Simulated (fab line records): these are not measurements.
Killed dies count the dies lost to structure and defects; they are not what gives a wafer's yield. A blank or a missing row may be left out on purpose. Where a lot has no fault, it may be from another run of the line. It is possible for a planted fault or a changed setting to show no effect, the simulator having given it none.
fab line records	flow sky130
record lots=6	wafers=18	last-day=50
route steps=708 shown SD_P@327 RES_XHIGH@332 SD_N@342 SALICIDE@361 PAD_OPEN@708
lots with no fault: from the same line, run without faults
start-h: hours from the record's first day to the start of the lot's first wafer shown	wait-h: how many hours have passed since the lot's step before this one	" unchanged from the row above	L1.1+2: a row that stands for several wafers	- no value present, or no start provided	* or withheld: withheld	< > ~ a bound
route shown NAME@n: NAME is a module with steps in the file, n the number in the route of the first one	usual: average and standard deviation across the fault-free wafers	same: alike in all rows	chamber/n: place in a boat	sites: readings site by site	_std_site: how widely they spread, as a standard deviation	_edge_site: inner sites' mean taken away from outer sites' mean	radius-mm: how far each site lies from the wafer's centre	mask NAME#n: copy n	behind: the most recent tool/chamber to have shaped the wafer	hold: reason for holding the lot/hours on hold/outcome of the hold	device: the transistor (n, p or np) that didn't switch	end of line: the route-end tests of the same wafers	a step without rows: its recipe alone	killed: count of dies lost to structure and defects at first sort (not the wafer's yield)	map: shows each die of a wafer: x if killed, . if not, _ if none is there
set.NAME: the setting the step ran with; set.NAME@STEP: the setting that earlier step ran with	model.NAME: the simulator's own value behind a step, which no gauge read
certain route steps with their lots: each step a table, each wafer a row
services: a tool's chamber out of use, with start hour (start-h, from the record's first day; less than 0 if before it), hours out, and reason
## steps
# step SKY_SD_P_CD_MEAS_07
# recipe target-cd-nm=380
# usual cd-nm=380.0/2.1
lot.wafer	tool	chamber	start-h	wait-h	cd-nm
L454.1	cd-sem-01	-	588.30	0.1	380.1
L454.3	"	-	"	"	379.4
L454.6	"	-	"	"	380.2
L460.2	cd-sem-01	-	647.77	0.1	382.4
L460.3	"	-	"	"	380.6
L460.6	"	-	"	"	383.0
L461.1	cd-sem-01	-	660.10	0.1	381.4
L461.3	"	-	"	"	381.5
L461.4	"	-	"	"	381.7
L472.2	cd-sem-01	-	746.37	0.1	381.2
L472.3	"	-	"	"	383.2
L472.6	"	-	"	"	382.7
L474.1	cd-sem-02	-	750.51	0.1	381.0
L474.4	"	-	"	"	383.0
L474.6	"	-	"	"	380.9
L477.2	cd-sem-02	-	788.73	0.1	380.0
L477.3	"	-	"	"	381.3
L477.5	"	-	"	"	380.1
# step SKY_SD_P_OVL_MEAS_08
# usual SD_P_OVL=0.7/1.3
lot.wafer	tool	chamber	start-h	wait-h	SD_P_OVL[nm]
L454.1	overlay-02	-	588.42	0.1	1.8
L454.3	"	-	"	"	2.6
L454.6	"	-	"	"	2.6
L460.2	overlay-01	-	647.88	0.1	0.7
L460.3	"	-	"	"	0.7
L460.6	"	-	"	"	0.2
L461.1	overlay-01	-	660.22	0.1	-0.3
L461.3	"	-	"	"	-0.3
L461.4	"	-	"	"	0.4
L472.2	overlay-02	-	746.48	0.1	3.5
L472.3	"	-	"	"	2.9
L472.6	"	-	"	"	2.0
L474.1	overlay-01	-	750.63	0.1	1.1
L474.4	"	-	"	"	-0.9
L474.6	"	-	"	"	2.5
L477.2	overlay-01	-	788.83	0.1	1.2
L477.3	"	-	"	"	1.5
L477.5	"	-	"	"	1.8
# step SKY_SD_P_IMPLANT_09
# recipe species=BF2	energy-kev=20	dose-cm2=3e+15	tilt-deg=0
# step SKY_SD_P_STRIP_10
# recipe chemistry=O2/N2	power-w=1400	pressure-mtorr=1500	platen-temp-c=withheld	o2-flow-sccm=3000	n2-flow-sccm=300	overash-fraction=0.5
# usual drypump-motor-current-A=5.4/0.39	oes-product-au=0.618/0.0051	strip-time-to-endpoint-s=17.51/0.044
lot.wafer	tool	chamber	start-h	wait-h	drypump-motor-current-A	oes-product-au	rf-hours-counter-h	strip-time-to-endpoint-s
L454.1	plasma-asher-01	0	588.61	0.1	5.7	0.615	47	17.55
L454.3	"	1	"	"	5.6	0.622	-	17.52
L454.6	"	0	"	"	5.7	0.616	-	17.57
L460.2	plasma-asher-03	1	648.06	0.1	5.7	0.629	22	17.46
L460.3	"	1	"	"	5.7	0.611	-	17.44
L460.6	"	1	"	"	5.7	0.608	-	17.44
L461.1	plasma-asher-02	1	660.41	0.1	5.0	0.610	97	17.51
L461.3	"	0	"	"	5.8	0.613	-	17.54
L461.4	"	1	"	"	5.0	0.614	-	17.58
L472.2	plasma-asher-02	0	746.66	0.1	5.8	0.617	0	17.53
L472.3	"	1	"	"	5.0	0.630	-	17.51
L472.6	"	0	"	"	5.8	0.619	-	17.53
L474.1	plasma-asher-03	1	750.82	0.1	5.7	0.613	32	17.47
L474.4	"	1	"	"	5.7	0.608	-	17.54
L474.6	"	0	"	"	4.9	0.617	-	17.50
L477.2	plasma-asher-01	1	789.01	0.1	5.6	0.617	67	17.61
L477.3	"	0	"	"	5.7	0.618	-	17.56
L477.5	"	0	"	"	5.7	0.620	-	17.57
# step SKY_SD_P_TW_MEAS_11
# usual SD_P_TW=2813/25
lot.wafer	tool	chamber	start-h	wait-h	SD_P_TW
L454.1	film-metro-02	-	588.71	0.1	2832
L454.3	"	-	"	"	2843
L454.6	"	-	"	"	2835
L460.2	film-metro-02	-	648.17	0.1	2830
L460.3	"	-	"	"	2837
L460.6	"	-	"	"	2818
L461.1	film-metro-02	-	660.51	0.1	2840
L461.3	"	-	"	"	2834
L461.4	"	-	"	"	2832
L472.2	film-metro-03	-	746.77	0.1	2791
L472.3	"	-	"	"	2777
L472.6	"	-	"	"	2794
L474.1	film-metro-03	-	750.92	0.1	2805
L474.4	"	-	"	"	2792
L474.6	"	-	"	"	2789
L477.2	film-metro-02	-	789.12	0.1	2831
L477.3	"	-	"	"	2841
L477.5	"	-	"	"	2829
# step SKY_RES_XHIGH_DEHYDRATE_00
# recipe temp-c=200	time-s=60
# step SKY_RES_XHIGH_HMDS_01
# recipe prime-time-s=60	prime-temp-c=120
# step SKY_RES_XHIGH_COAT_02
# recipe resist=NOVOLAK	spin-rpm=3000	resist-thk-nm=1140
# step SKY_RES_XHIGH_SOFTBAKE_03
# recipe temp-c=90	time-s=60	resist=NOVOLAK
# step SKY_RES_XHIGH_EXPOSE_04
# recipe mask-id=URPM	na=0.6	source-shape=conventional	sigma-outer=0.6	polarization=unpolarized	target-cd-nm=1270	dose-mj=140
# step SKY_RES_XHIGH_PEB_05
# recipe temp-c=withheld	time-s=*	resist=NOVOLAK
# step SKY_RES_XHIGH_DEVELOP_06
# recipe resist=NOVOLAK	developer=TMAH	develop-time-s=60	dev-temp-c=23
# step SKY_RES_XHIGH_IMPLANT_07
# recipe species=BF2	energy-kev=20	dose-cm2=3.6e+14	tilt-deg=0
# usual faraday-current-uA=523/43
lot.wafer	tool	chamber	start-h	wait-h	faraday-current-uA
L454.1	implanter-03	0	617.45	0.1	546
L454.3	"	0	"	"	550
L454.6	"	0	"	"	570
L460.2	implanter-02	0	676.68	0.1	662
L460.3	"	0	"	"	622
L460.6	"	0	"	"	655
L461.1	implanter-02	0	689.66	0.1	628
L461.3	"	0	"	"	662
L461.4	"	0	"	"	662
L472.2	implanter-02	0	771.74	0.1	545
L472.3	"	0	"	"	530
L472.6	"	0	"	"	538
L474.1	implanter-01	0	777.88	0.1	450
L474.4	"	0	"	"	468
L474.6	"	0	"	"	468
L477.2	implanter-02	0	814.98	0.1	543
L477.3	"	0	"	"	534
L477.5	"	0	"	"	525
# step SKY_RES_XHIGH_STRIP_08
# recipe chemistry=O2/N2	power-w=1400	pressure-mtorr=1500	platen-temp-c=withheld	o2-flow-sccm=3000	n2-flow-sccm=300	overash-fraction=0.5
# usual drypump-motor-current-A=5.5/0.48	oes-product-au=0.711/0.0049	strip-time-to-endpoint-s=14.27/0.048
lot.wafer	tool	chamber	start-h	wait-h	drypump-motor-current-A	oes-product-au	rf-hours-counter-h	strip-time-to-endpoint-s
L454.1	plasma-asher-03	1	617.60	0.1	5.7	0.720	19	14.28
L454.3	"	1	"	"	5.7	0.703	-	14.26
L454.6	"	0	"	"	4.9	0.712	-	14.30
L460.2	plasma-asher-01	0	676.80	0.1	5.7	0.719	56	14.09
L460.3	"	0	"	"	5.7	0.711	-	14.13
L460.6	"	0	"	"	5.7	0.723	-	14.10
L461.1	plasma-asher-01	1	689.81	0.1	5.6	0.721	57	14.24
L461.3	"	1	"	"	5.6	0.712	-	14.22
L461.4	"	0	"	"	5.7	0.708	-	14.24
L472.2	plasma-asher-01	1	771.86	0.1	5.6	0.704	65	14.19
L472.3	"	0	"	"	5.7	0.706	-	14.20
L472.6	"	1	"	"	5.6	0.705	-	14.25
L474.1	plasma-asher-03	1	778.03	0.1	5.7	0.703	35	14.29
L474.4	"	0	"	"	4.9	0.710	-	14.26
L474.6	"	1	"	"	5.7	0.711	-	14.30
L477.2	plasma-asher-04	1	815.11	0.1	4.8	0.708	99	14.30
L477.3	"	0	"	"	6.2	0.715	-	14.34
L477.5	"	0	"	"	6.2	0.704	-	14.32
# step SKY_RES_XHIGH_TW_MEAS_09
# usual RES_XHIGH_TW=1635/15
lot.wafer	tool	chamber	start-h	wait-h	RES_XHIGH_TW
L454.1	film-metro-01	-	617.70	0.1	1636
L454.3	"	-	"	"	1649
L454.6	"	-	"	"	1637
L460.2	film-metro-01	-	676.91	0.1	1560
L460.3	"	-	"	"	1548
L460.6	"	-	"	"	1545
L461.1	film-metro-01	-	689.94	0.1	1551
L461.3	"	-	"	"	1559
L461.4	"	-	"	"	1550
L472.2	film-metro-03	-	771.97	0.1	1628
L472.3	"	-	"	"	1610
L472.6	"	-	"	"	1618
L474.1	film-metro-03	-	778.13	0.1	1616
L474.4	"	-	"	"	1614
L474.6	"	-	"	"	1619
L477.2	film-metro-02	-	815.22	0.1	1643
L477.3	"	-	"	"	1641
L477.5	"	-	"	"	1638
# step SKY_SD_N_DEHYDRATE_00
# recipe temp-c=200	time-s=60
# step SKY_SD_N_HMDS_01
# recipe prime-time-s=60	prime-temp-c=120
# step SKY_SD_N_COAT_02
# recipe resist=NOVOLAK	spin-rpm=3000	resist-thk-nm=1140
# step SKY_SD_N_SOFTBAKE_03
# recipe temp-c=90	time-s=60	resist=NOVOLAK
# step SKY_SD_N_EXPOSE_04
# recipe mask-id=NSDM	na=0.6	source-shape=conventional	sigma-outer=0.6	polarization=unpolarized	target-cd-nm=380	dose-mj=141
# step SKY_SD_N_PEB_05
# recipe temp-c=withheld	time-s=*	resist=NOVOLAK
# step SKY_SD_N_DEVELOP_06
# recipe resist=NOVOLAK	developer=TMAH	develop-time-s=60	dev-temp-c=23
# step SKY_SD_N_CD_MEAS_07
# recipe target-cd-nm=380
# usual cd-nm=380.5/2.5
lot.wafer	tool	chamber	start-h	wait-h	cd-nm
L454.1	cd-sem-02	-	646.51	0.1	378.1
L454.3	"	-	"	"	380.2
L454.6	"	-	"	"	377.2
L460.2	cd-sem-02	-	704.37	0.1	383.7
L460.3	"	-	"	"	381.3
L460.6	"	-	"	"	384.3
L461.1	cd-sem-01	-	717.55	0.1	379.9
L461.3	"	-	"	"	379.3
L461.4	"	-	"	"	381.8
L472.2	cd-sem-02	-	797.87	0.1	382.2
L472.3	"	-	"	"	381.3
L472.6	"	-	"	"	381.6
L474.1	cd-sem-02	-	804.08	0.1	379.3
L474.4	"	-	"	"	376.8
L474.6	"	-	"	"	379.5
L477.2	cd-sem-02	-	841.82	0.1	382.5
L477.3	"	-	"	"	382.1
L477.5	"	-	"	"	383.6
# step SKY_SD_N_OVL_MEAS_08
# usual SD_N_OVL=0.3/1.2
lot.wafer	tool	chamber	start-h	wait-h	SD_N_OVL[nm]
L454.1	overlay-01	-	646.63	0.1	0.8
L454.3	"	-	"	"	1.2
L454.6	"	-	"	"	1.6
L460.2	overlay-02	-	704.48	0.1	1.4
L460.3	"	-	"	"	1.0
L460.6	"	-	"	"	1.4
L461.1	overlay-01	-	717.67	0.1	0.2
L461.3	"	-	"	"	-1.1
L461.4	"	-	"	"	-0.2
L472.2	overlay-01	-	797.98	0.1	0.9
L472.3	"	-	"	"	0.8
L472.6	"	-	"	"	2.1
L474.1	overlay-01	-	804.20	0.1	-0.6
L474.4	"	-	"	"	1.2
L474.6	"	-	"	"	-0.2
L477.2	overlay-02	-	841.93	0.1	1.2
L477.3	"	-	"	"	0.6
L477.5	"	-	"	"	0.3
# step SKY_SD_N_IMPLANT_09
# recipe species=As	energy-kev=50	dose-cm2=4e+15	tilt-deg=0
# step SKY_SD_N_IMPLANT_10
# recipe species=P	energy-kev=20	dose-cm2=1e+14	tilt-deg=0
# step SKY_SD_N_STRIP_11
# recipe chemistry=O2/N2	power-w=1400	pressure-mtorr=1500	platen-temp-c=withheld	o2-flow-sccm=3000	n2-flow-sccm=300	overash-fraction=0.5
# usual drypump-motor-current-A=5.4/0.56	oes-product-au=0.528/0.0049	strip-time-to-endpoint-s=22.53/0.053
lot.wafer	tool	chamber	start-h	wait-h	drypump-motor-current-A	oes-product-au	rf-hours-counter-h	strip-time-to-endpoint-s
L454.1	plasma-asher-02	0	646.97	0.1	5.9	0.536	95	22.51
L454.3	"	1	"	"	5.0	0.531	-	22.48
L454.6	"	0	"	"	5.9	0.525	-	22.51
L460.2	plasma-asher-02	1	704.81	0.1	5.0	0.524	101	22.48
L460.3	"	0	"	"	5.9	0.521	-	22.43
L460.6	"	1	"	"	5.0	0.522	-	22.50
L461.1	plasma-asher-02	0	718.01	0.1	5.9	0.527	102	22.57
L461.3	"	0	"	"	5.9	0.517	-	22.54
L461.4	"	1	"	"	5.0	0.522	-	22.57
L472.2	plasma-asher-02	0	798.31	0.1	5.9	0.537	6	22.58
L472.3	"	0	"	"	5.9	0.525	-	22.57
L472.6	"	1	"	"	5.0	0.535	-	22.58
L474.1	plasma-asher-02	1	804.54	0.1	5.0	0.527	7	22.54
L474.4	"	0	"	"	5.8	0.526	-	22.55
L474.6	"	0	"	"	5.9	0.535	-	22.56
L477.2	plasma-asher-03	0	842.26	0.1	4.9	0.535	40	22.45
L477.3	"	0	"	"	4.9	0.534	-	22.45
L477.5	"	0	"	"	5.0	0.525	-	22.45
# step SKY_SD_N_TW_MEAS_12
# usual SD_N_TW=3966/34
lot.wafer	tool	chamber	start-h	wait-h	SD_N_TW
L454.1	film-metro-01	-	647.07	0.1	3962
L454.3	"	-	"	"	3982
L454.6	"	-	"	"	3975
L460.2	film-metro-01	-	704.92	0.1	3978
L460.3	"	-	"	"	3988
L460.6	"	-	"	"	3986
L461.1	film-metro-01	-	718.11	0.1	3993
L461.3	"	-	"	"	4003
L461.4	"	-	"	"	3999
L472.2	film-metro-01	-	798.42	0.1	3998
L472.3	"	-	"	"	3988
L472.6	"	-	"	"	3981
L474.1	film-metro-01	-	804.64	0.1	3983
L474.4	"	-	"	"	3958
L474.6	"	-	"	"	3993
L477.2	film-metro-01	-	842.37	0.1	3977
L477.3	"	-	"	"	3993
L477.5	"	-	"	"	4002
# step SKY_SD_N_CLEAN_13
# recipe chemistry=SC1/SC2	mix=1:4:20	temp-c=70	time-s=150	dry=n2-spin
# step SKY_SD_N_RTA_14
# recipe temp-c=1075	time-s=2	idle-temp-c=650	ramp-up-c-per-s=150	ramp-down-c-per-s=90	ambient=N2
# usual lamp-power-pct=15.74/0.053	wafer_temp_C_max=1077.8/1.1
lot.wafer	tool	chamber	start-h	wait-h	lamp-power-pct	wafer_temp_C_max
L454.1	rtp-anneal-01	0	647.18	0.0	15.59	1078.9
L454.3	"	0	"	"	15.73	1078.8
L454.6	"	0	"	"	15.74	1078.2
L460.2	rtp-anneal-01	0	705.03	0.0	15.77	1078.8
L460.3	"	0	"	"	15.70	1081.1
L460.6	"	0	"	"	15.81	1077.2
L461.1	rtp-anneal-01	0	718.23	0.0	15.75	1079.7
L461.3	"	0	"	"	15.64	1077.0
L461.4	"	0	"	"	15.68	1075.6
L472.2	rtp-anneal-01	0	798.59	0.0	15.76	1078.9
L472.3	"	0	"	"	15.80	1076.8
L472.6	"	0	"	"	15.72	1077.3
L474.1	rtp-anneal-01	0	804.75	0.0	15.62	1079.2
L474.4	"	0	"	"	15.64	1077.1
L474.6	"	0	"	"	15.79	1078.8
L477.2	rtp-anneal-01	0	842.55	0.0	15.77	1077.7
L477.3	"	0	"	"	15.63	1077.6
L477.5	"	0	"	"	15.78	1077.8
# step SKY_SD_N_RS_MEAS_16
# recipe thk-meas-gauge=four-point-probe
# usual SD_N_RS=68.60/0.11
lot.wafer	tool	chamber	start-h	wait-h	SD_N_RS[ohm/sq]
L454.1	film-metro-02	-	647.35	0.1	68.61
L454.3	"	-	"	"	68.76
L454.6	"	-	"	"	68.81
L460.2	film-metro-02	-	705.21	0.1	68.72
L460.3	"	-	"	"	68.61
L460.6	"	-	"	"	68.70
L461.1	film-metro-02	-	718.40	0.1	68.64
L461.3	"	-	"	"	68.74
L461.4	"	-	"	"	68.79
L472.2	film-metro-02	-	798.77	0.1	68.65
L472.3	"	-	"	"	68.39
L472.6	"	-	"	"	68.56
L474.1	film-metro-01	-	804.92	0.1	68.63
L474.4	"	-	"	"	68.42
L474.6	"	-	"	"	68.69
L477.2	film-metro-03	-	842.74	0.1	68.46
L477.3	"	-	"	"	68.63
L477.5	"	-	"	"	68.44
# step SKY_SD_N_RS_MEAS_17
# recipe thk-meas-gauge=four-point-probe
# usual SD_P_RS=147.2/0.38
lot.wafer	tool	chamber	start-h	wait-h	SD_P_RS[ohm/sq]
L454.1	film-metro-02	-	647.47	0.1	147.3
L454.3	"	-	"	"	147.2
L454.6	"	-	"	"	147.8
L460.2	film-metro-02	-	705.33	0.1	147.6
L460.3	"	-	"	"	147.4
L460.6	"	-	"	"	147.7
L461.1	film-metro-02	-	718.52	0.1	147.3
L461.3	"	-	"	"	148.2
L461.4	"	-	"	"	147.9
L472.2	film-metro-02	-	798.89	0.1	147.6
L472.3	"	-	"	"	146.7
L472.6	"	-	"	"	147.1
L474.1	film-metro-01	-	805.04	0.1	147.0
L474.4	"	-	"	"	146.9
L474.6	"	-	"	"	147.5
L477.2	film-metro-03	-	842.86	0.1	147.1
L477.3	"	-	"	"	146.9
L477.5	"	-	"	"	146.7
# step SKY_SD_N_RS_MEAS_18
# recipe thk-meas-gauge=four-point-probe
# usual RES_XHIGH_RS=333.5/1.4
lot.wafer	tool	chamber	start-h	wait-h	RES_XHIGH_RS[ohm/sq]
L454.1	film-metro-02	-	647.59	0.1	334.7
L454.3	"	-	"	"	334.8
L454.6	"	-	"	"	334.4
L460.2	film-metro-02	-	705.45	0.1	388.8
L460.3	"	-	"	"	386.7
L460.6	"	-	"	"	389.0
L461.1	film-metro-02	-	718.64	0.1	385.2
L461.3	"	-	"	"	387.8
L461.4	"	-	"	"	387.7
L472.2	film-metro-02	-	799.01	0.1	332.9
L472.3	"	-	"	"	334.3
L472.6	"	-	"	"	332.7
L474.1	film-metro-01	-	805.16	0.1	334.3
L474.4	"	-	"	"	333.7
L474.6	"	-	"	"	333.5
L477.2	film-metro-03	-	842.98	0.1	331.6
L477.3	"	-	"	"	332.7
L477.5	"	-	"	"	333.1
# step SKY_SALICIDE_CLEAN_00
# recipe chemistry=HF-last	time-s=30	dilution=100:1	dry=ipa-marangoni
# step SKY_PAD_OPEN_PROBE_99
# usual killed_at_M0_to_M3=43/7.2	killed_at_M4_up=3.0/2	killed-at-contacts=24/5.5	killed-at-front-end=15/4.2	killed-at-other=0.3/0.51	killed-dies=85/10	killed-open=46/7.3	killed-short=38/6.4
# same gross-dies=492	killed-at-back-side=0
lot.wafer	tool	chamber	start-h	wait-h	killed_at_M0_to_M3	killed_at_M4_up	killed-at-contacts	killed-at-front-end	killed-at-other	killed-dies	killed-open	killed-short	model.etest.res-xhigh-po.line-ohm-um	model.etest.res-xhigh-po.rs-ohm-sq	model.etest.res-xhigh-po.rs-ohm-sq-range
L454.1	prober-02	-	1076.18	0.1	50	2	19	7	1	79	43	36	5738	2046	128.2
L454.3	prober-02	-	1076.28	0.2	38	6	19	11	0	74	46	28	5758	2042	154.4
L454.6	prober-02	-	1076.43	0.2	50	5	23	13	1	92	51	41	5737	2013	144.5
L460.2	prober-02	-	1120.75	0.1	37	4	26	16	0	83	37	46	8397	2896	179.5
L460.3	prober-02	-	1120.80	0.2	40	4	29	17	0	90	48	42	8423	2931	204.5
L460.6	prober-02	-	1120.95	0.2	28	3	20	17	0	68	35	33	8668	3020	142.5
L461.1	prober-02	-	1130.67	0.1	48	2	19	16	1	86	57	29	7893	2802	90.47
L461.3	prober-02	-	1130.77	0.2	42	6	14	14	0	76	41	35	8180	2878	89.6
L461.4	prober-02	-	1130.82	0.2	40	0	22	16	0	78	43	35	8286	2880	82.81
L472.2	prober-01	-	1182.27	0.1	23	1	18	11	0	53	27	26	5666	1965	96.93
L472.3	prober-01	-	1182.32	0.2	38	3	22	12	1	76	38	38	5400	1908	56.56
L472.6	prober-01	-	1182.47	0.2	41	0	24	12	0	77	42	35	5842	2046	107.7
L474.1	prober-01	-	1187.18	0.1	38	3	27	17	0	85	44	41	5893	2068	35.6
L474.4	prober-01	-	1187.33	0.2	34	3	19	12	1	69	40	29	5706	2014	48.57
L474.6	prober-01	-	1187.43	0.2	43	2	20	15	0	80	44	36	5937	2074	36.32
L477.2	prober-01	-	1211.03	0.1	42	3	25	14	1	85	46	39	5582	1975	37.36
L477.3	prober-01	-	1211.08	0.2	51	14	14	14	0	93	47	46	5578	1985	29.25
L477.5	prober-01	-	1211.18	0.2	54	3	16	21	0	94	48	46	5708	1992	32.38
# killed by level:class
L454.1 VIA1:geometric-particle:open=10 METAL1:geometric-particle:short=8 LI_CONTACT:geometric-particle:open=8 VIA2:geometric-particle:open=8 VIA3:geometric-particle:open=7 METAL2:geometric-particle:short=6 VIA1:geometric-particle:short=4 FIELD_ISO:geometric-particle:open=3
L454.3 VIA3:geometric-particle:open=10 VIA1:geometric-particle:open=9 LI_CONTACT:geometric-particle:open=7 CONTACT:geometric-particle:open=6 METAL1:geometric-particle:short=6 FIELD_ISO:geometric-particle:open=5 CONTACT:geometric-particle:short=4 VIA2:geometric-particle:short=4
L454.6 CONTACT:geometric-particle:open=10 VIA1:geometric-particle:open=9 METAL1:geometric-particle:short=8 VIA3:geometric-particle:open=7 VIA1:geometric-particle:short=6 VIA2:geometric-particle:open=6 POLY_GATE:geometric-particle:open=4 LI_CONTACT:geometric-particle:short=4
L460.2 CONTACT:geometric-particle:open=8 METAL1:geometric-particle:short=7 VIA3:geometric-particle:open=7 CONTACT:geometric-particle:short=6 FIELD_ISO:geometric-particle:short=5 LI_CONTACT:geometric-particle:open=5 POLY_GATE:geometric-particle:short=5 LOCAL_INTERCONNECT:geometric-particle:short=5
L460.3 LI_CONTACT:geometric-particle:open=10 VIA2:geometric-particle:open=10 CONTACT:geometric-particle:open=9 METAL2:geometric-particle:short=6 VIA1:geometric-particle:open=6 POLY_GATE:geometric-particle:short=5 CONTACT:geometric-particle:short=5 METAL1:geometric-particle:short=5
L460.6 CONTACT:geometric-particle:open=9 POLY_GATE:geometric-particle:open=7 CONTACT:geometric-particle:short=6 VIA2:geometric-particle:open=6 FIELD_ISO:geometric-particle:short=5 METAL1:geometric-particle:short=4 VIA1:geometric-particle:open=4 LOCAL_INTERCONNECT:geometric-particle:short=3
L461.1 VIA1:geometric-particle:open=17 CONTACT:geometric-particle:open=11 VIA3:geometric-particle:open=9 FIELD_ISO:geometric-particle:short=5 FIELD_ISO:geometric-particle:open=5 LI_CONTACT:geometric-particle:open=5 VIA1:geometric-particle:short=5 METAL1:geometric-particle:short=5
L461.3 VIA1:geometric-particle:open=9 METAL1:geometric-particle:short=8 VIA1:geometric-particle:short=7 CONTACT:geometric-particle:open=6 VIA3:geometric-particle:open=6 POLY_GATE:geometric-particle:open=4 VIA2:geometric-particle:open=4 METAL4:geometric-particle:short=4
L461.4 VIA3:geometric-particle:open=10 FIELD_ISO:geometric-particle:short=9 VIA1:geometric-particle:open=8 LI_CONTACT:geometric-particle:open=7 CONTACT:geometric-particle:open=6 LI_CONTACT:geometric-particle:short=5 VIA1:geometric-particle:short=5 VIA2:geometric-particle:open=5
L472.2 VIA1:geometric-particle:open=7 LI_CONTACT:geometric-particle:open=5 LI_CONTACT:geometric-particle:short=4 CONTACT:geometric-particle:open=4 VIA3:geometric-particle:open=4 POLY_GATE:geometric-particle:short=3 CONTACT:geometric-particle:short=3 METAL1:geometric-particle:short=3
L472.3 LI_CONTACT:geometric-particle:open=9 CONTACT:geometric-particle:open=7 FIELD_ISO:geometric-particle:short=6 VIA1:geometric-particle:open=6 METAL2:geometric-particle:short=6 VIA3:geometric-particle:open=5 METAL3:geometric-particle:short=4 VIA2:geometric-particle:open=3
L472.6 VIA1:geometric-particle:open=11 LI_CONTACT:geometric-particle:open=8 METAL1:geometric-particle:short=7 CONTACT:geometric-particle:open=6 CONTACT:geometric-particle:short=5 VIA2:geometric-particle:open=4 METAL3:geometric-particle:short=4 FIELD_ISO:geometric-particle:short=3
L474.1 CONTACT:geometric-particle:open=11 VIA1:geometric-particle:open=9 VIA3:geometric-particle:open=7 POLY_GATE:geometric-particle:open=6 POLY_GATE:geometric-particle:short=5 CONTACT:geometric-particle:short=5 VIA3:geometric-particle:short=5 METAL2:geometric-particle:short=5
L474.4 VIA1:geometric-particle:open=7 VIA3:geometric-particle:open=7 METAL2:geometric-particle:short=6 LI_CONTACT:geometric-particle:open=5 LOCAL_INTERCONNECT:geometric-particle:short=5 CONTACT:geometric-particle:open=5 VIA2:geometric-particle:open=4 FIELD_ISO:geometric-particle:open=3
L474.6 VIA3:geometric-particle:open=8 CONTACT:geometric-particle:open=6 CONTACT:geometric-particle:short=6 METAL1:geometric-particle:short=6 METAL2:geometric-particle:short=6 VIA2:geometric-particle:open=6 POLY_GATE:geometric-particle:open=5 LI_CONTACT:geometric-particle:open=5
L477.2 CONTACT:geometric-particle:open=14 VIA1:geometric-particle:open=12 POLY_GATE:geometric-particle:short=8 VIA2:geometric-particle:open=5 VIA1:geometric-particle:short=5 VIA3:geometric-particle:open=5 METAL2:geometric-particle:short=4 LOCAL_INTERCONNECT:geometric-particle:short=4
L477.3 VIA1:geometric-particle:open=12 METAL4:geometric-particle:short=10 VIA3:geometric-particle:open=7 CONTACT:geometric-particle:open=7 VIA2:geometric-particle:open=6 VIA1:geometric-particle:short=5 POLY_GATE:geometric-particle:short=5 VIA2:geometric-particle:short=5
L477.5 VIA1:geometric-particle:open=12 METAL1:geometric-particle:short=9 CONTACT:geometric-particle:open=8 VIA2:geometric-particle:open=8 FIELD_ISO:geometric-particle:open=6 POLY_GATE:geometric-particle:short=5 VIA1:geometric-particle:short=5 FIELD_ISO:geometric-particle:short=4
## services
tool	chamber	start-h	hours	kind
implanter-02	-	574.09	1.4	repair
plasma-asher-02	-	578.95	2.8	pm
implanter-02	-	585.12	6.6	repair
implanter-01	-	607.75	26.4	pm
implanter-02	-	614.53	7.2	repair
implanter-01	-	648.28	3.2	repair
implanter-03	-	661.16	14.7	pm
implanter-01	-	661.99	2.5	repair
plasma-asher-01	-	664.32	2.1	repair
implanter-01	-	673.38	1.9	repair
plasma-asher-03	-	679.27	0.9	repair
plasma-asher-02	-	733.75	9.0	pm
plasma-asher-02	0	733.75	9.0	vent-cycle
plasma-asher-02	1	733.75	9.0	vent-cycle
implanter-03	-	737.62	3.9	repair
plasma-asher-02	0	742.75	-	clean
plasma-asher-02	1	742.75	-	clean
plasma-asher-01	-	768.38	1.5	repair
rtp-anneal-01	-	775.41	3.9	pm
plasma-asher-03	-	790.00	10.7	repair
implanter-03	-	796.63	2.9	pm
plasma-asher-03	-	800.42	5.0	repair
plasma-asher-04	-	823.22	2.2	repair
## key
first-sign step=SKY_RES_XHIGH_IMPLANT_07	reading=faraday-current-uA	direction=up	sigmas=2.9	usual=523	struck=649
effect step=SKY_RES_XHIGH_TW_MEAS_09	reading=RES_XHIGH_TW	direction=down	sigmas=5.5	usual=1635	struck=1552
effect step=SKY_SD_N_RS_MEAS_18	reading=RES_XHIGH_RS	direction=up	sigmas=38	usual=333.5	struck=387.5
model-effect step=SKY_PAD_OPEN_PROBE_99	value=etest.res-xhigh-po.line-ohm-um	without=5667	struck=8308
met-at SKY_RES_XHIGH_IMPLANT_07
struck-wafers L460.2,L460.3,L460.6,L461.1,L461.3,L461.4
tester-left-out L460,L461
fault kind=process-parameter-drift	tool=implanter-02	chamber=-	onset-h=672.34	steps=SKY_RES_XHIGH_IMPLANT_07	channel=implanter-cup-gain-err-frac	offset=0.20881	shape=step	end-h=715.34
# tester-left-out: of these lots the tester's yield and bins aren't shown, on N5 and GAA mostly nor the transistor test; their killed dies are dies lost to structure and defects alone, not to doping, threshold or leakage, so they don't give the yield
